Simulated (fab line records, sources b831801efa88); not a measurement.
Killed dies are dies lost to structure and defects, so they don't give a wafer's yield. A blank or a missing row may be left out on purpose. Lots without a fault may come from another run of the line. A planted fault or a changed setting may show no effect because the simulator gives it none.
Which tool did it? | flow gf180mcu | 12 lots, 36 wafers sampled, at 3 steps of a route of 602

WHAT THE GAUGES READ, wafer by wafer
GF_V3_RS_MEAS_24: measures by four-point-probe. Usual: V3_W_RS 0.329 ohm/sq, standard deviation 0.0038.
lot  | measured     | on            | V3_W_RS (ohm/sq)  | flag
L944 | day 22 10:52 | film_metro-04 | 0.328 0.331 0.324 |
L945 | day 22 22:32 | film_metro-01 | 0.331 0.332 0.330 |
L946 | day 23 03:53 | film_metro-01 | 0.333 0.331 0.329 |
L948 | day 23 23:16 | film_metro-01 | 0.326 0.328 0.327 |
L949 | day 24 14:21 | film_metro-01 | 0.338 0.332 0.330 |
L950 | day 25 03:19 | film_metro-04 | 0.326 0.323 0.328 |
L953 | day 26 00:33 | film_metro-01 | 0.332 0.333 0.331 |
L954 | day 26 09:05 | film_metro-02 | 0.327 0.327 0.327 |
L955 | day 26 17:31 | film_metro-02 | 0.324 0.330 0.326 |
L956 | day 27 01:04 | film_metro-04 | 0.329 0.332 0.334 |
L966 | day 29 13:04 | film_metro-01 | 0.376 0.381 0.327 | OFF
L965 | day 29 19:25 | film_metro-04 | 0.327 0.374 0.321 | OFF

GF_V3_THK_MEAS_25: measures by xrf. Usual: V3_W_THK 345 nm, standard deviation 5.1.
lot  | measured     | on            | V3_W_THK (nm) | flag
L944 | day 22 10:59 | film_metro-04 | 345 343 351   |
L945 | day 22 22:39 | film_metro-01 | 341 336 341   |
L946 | day 23 04:00 | film_metro-01 | 336 339 340   |
L948 | day 23 23:23 | film_metro-01 | 343 340 341   |
L949 | day 24 14:28 | film_metro-01 | 336 340 343   |
L950 | day 25 03:26 | film_metro-04 | 353 352 347   |
L953 | day 26 00:40 | film_metro-01 | 338 338 341   |
L954 | day 26 09:12 | film_metro-02 | 349 350 349   |
L955 | day 26 17:38 | film_metro-02 | 353 348 352   |
L956 | day 27 01:11 | film_metro-04 | 347 341 340   |
L966 | day 29 13:10 | film_metro-01 | 305 301 343   | OFF
L965 | day 29 19:31 | film_metro-04 | 347 311 351   |

WHICH TOOL RAN EACH LOT (tool, then ch and the chambers of the sampled wafers, then the start)
lot  | GF_V3_CVD_23
L944 | cvd_w-02 ch 0,1, day 22 10:44
L945 | cvd_w-01 ch 0,1, day 22 22:25
L946 | cvd_w-01 ch 0,1, day 23 03:46
L948 | cvd_w-01 ch 0,1, day 23 23:09
L949 | cvd_w-01 ch 0,1, day 24 14:13
L950 | cvd_w-01 ch 0,1, day 25 03:13
L953 | cvd_w-02 ch 0,1, day 26 00:26
L954 | cvd_w-02 ch 0,1, day 26 08:57
L955 | cvd_w-02 ch 0,1, day 26 17:25
L956 | cvd_w-01 ch 0,1, day 27 00:58
L966 | cvd_w-02 ch 0,1, day 29 12:56
L965 | cvd_w-02 ch 0,1, day 29 19:19
- GF_V3_CVD_23: deposits W, target thk 350 nm, time 104.9 s.

WHAT THE TOOLS THEMSELVES READ (means of the sampled wafers that have a number; where no wafer has one, the mark that the record gives instead)
GF_V3_CVD_23. Usual: heater_power_w 815 W, standard deviation 79.
lot  | tool     | heater_power_w (W) | flag
L944 | cvd_w-02 | 826                |
L945 | cvd_w-01 | 815                |
L946 | cvd_w-01 | 754                |
L948 | cvd_w-01 | 809                |
L949 | cvd_w-01 | 767                |
L950 | cvd_w-01 | 813                |
L953 | cvd_w-02 | 816                |
L954 | cvd_w-02 | 832                |
L955 | cvd_w-02 | 856                |
L956 | cvd_w-01 | 819                |
L966 | cvd_w-02 | 873                |
L965 | cvd_w-02 | 833                |

THE ANSWER, worked out from the rows above alone
Rule: a lot is off if the mean of its wafers that have a number lies more than 3 standard deviations from the usual mean. A lot without any number at a reading at which 4 lots or more have one is off too. The other lots that the step has rows for count as sound. The gauges are gone through in route order, then the tools' own readings, and for those a lot's mean is taken as printed above. The first step at which some lot is off is used, and at that step the reading that is off furthest; a lot without a number counts as furthest.
Off: L966, L965, at GF_V3_RS_MEAS_24 (V3_W_RS).
A tool fits if, at a process step before that reading, it ran every lot that is off, and no sound lot after the first of them. The gauges at GF_V3_RS_MEAS_24 are tried like those tools. One fits: cvd_w-02 at GF_V3_CVD_23. Its last sound lot is L955 (day 26 17:25), its first lot that is off L966 (day 29 12:56): a fault that began between those two fits.

WHAT THE SIMULATOR HAD PUT IN
Site profile drift: cvd_w-02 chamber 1, from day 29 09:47 on, at GF_V3_CVD_23. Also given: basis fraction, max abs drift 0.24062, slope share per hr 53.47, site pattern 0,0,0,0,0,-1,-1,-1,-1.
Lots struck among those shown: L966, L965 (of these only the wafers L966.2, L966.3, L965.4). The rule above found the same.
